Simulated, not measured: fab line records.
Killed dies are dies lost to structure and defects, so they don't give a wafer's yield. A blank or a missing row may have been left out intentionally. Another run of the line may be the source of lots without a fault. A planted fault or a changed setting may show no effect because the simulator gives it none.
Struck lot and sound lot, side by side	flow gf180mcu	14 out of 602 route steps
Sound: the wafers L706.4, L706.5, L706.6. Wafers L721.2, L721.3, L721.5 were the ones struck. At the end, the cause is stated.
At each step with rows: each side's tool, then ch and its chambers, then its first start. Under that, the readings that differ: sound wafers	struck wafers	difference of the means	sigmas: that difference in standard deviations of wafers without a fault.
alike: readings with means less than 2 such deviations apart, plus words and numbers identical on both sides. not compared: withheld readings, readings lacking a value on some wafer, bounds such as >300 that could conceal the same value, and numbers that have no deviation in the record and whose values overlap.
A row with sigmas, a row that says differs or no value, or rows on one side alone: a step with any of these is where the two part. When numbers do not overlap yet have no deviation, they are printed without sigmas and do not part them. Lack of a reading on every wafer of one side parts them only where that side has two or more wafers.

first, 2 steps without rows for these wafers: GF_M1_CLEAN_19 (cleans in DIW); GF_V1_CVD_00 (deposits SiO2, target thk 600 nm, time 100 s).
GF_V1_THK_MEAS_01:
  struck on film metro-02, day 24 05:52; sound on film metro-04, day 18 23:08
  alike: V1_CVD_00_THK
GF_V1_CVD_02: deposits SiO2 from TEOS, target thk 850 nm, time 94.851 s.
  sound on pecvd-02 ch 0,1,2, day 18 23:12; struck on pecvd-02 ch 0,1,2, day 24 05:55
  alike: heater power w, susceptor temp C
  not compared: since wet clean h
GF_V1_THK_MEAS_03:
  struck on film metro-04, day 24 06:00; sound on film metro-02, day 18 23:16
  alike: V1_CVD_02_THK
GF_V1_CMP_04: polishes SiO2.
  sound on cmp-02 ch 0,2,3, day 18 23:38; struck on cmp-01 ch 0,1,3, day 24 06:03
  alike: motor current A, time to endpoint s
GF_V1_BOW_MEAS_05:
  struck on film metro-01, day 24 06:22; sound on film metro-04, day 18 23:50
  alike: V1_BOW
then, 5 steps without rows for these wafers: GF_V1_DEHYDRATE_06 (time 60 s); GF_V1_HMDS_07 (prime time 60 s); GF_V1_COAT_08; GF_V1_COAT_09 (resist thk 1000 nm); GF_V1_SOFTBAKE_10 (time 60 s).
GF_V1_EXPOSE_11: exposes mask Via1, target cd 260 nm.
  struck on krf scanner-02, day 24 16:57; sound on krf scanner-01 ch 0, day 19 12:14
  no value came back on the struck wafers for exposure dose mJ cm2, focus offset nm (nm); on the sound wafers exposure dose mJ cm2 reads 38.03 38.04 38.03
  alike: mask
then, 1 step without rows for these wafers: GF_V1_PEB_12 (peb time 90 s).

== WHERE THEY PART ==
Within this record, at GF_V1_EXPOSE_11 only.

WHY: the cause the simulator had injected
Entire step skipped (krf scanner-02, GF_V1_EXPOSE_11), from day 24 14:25 onward. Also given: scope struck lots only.
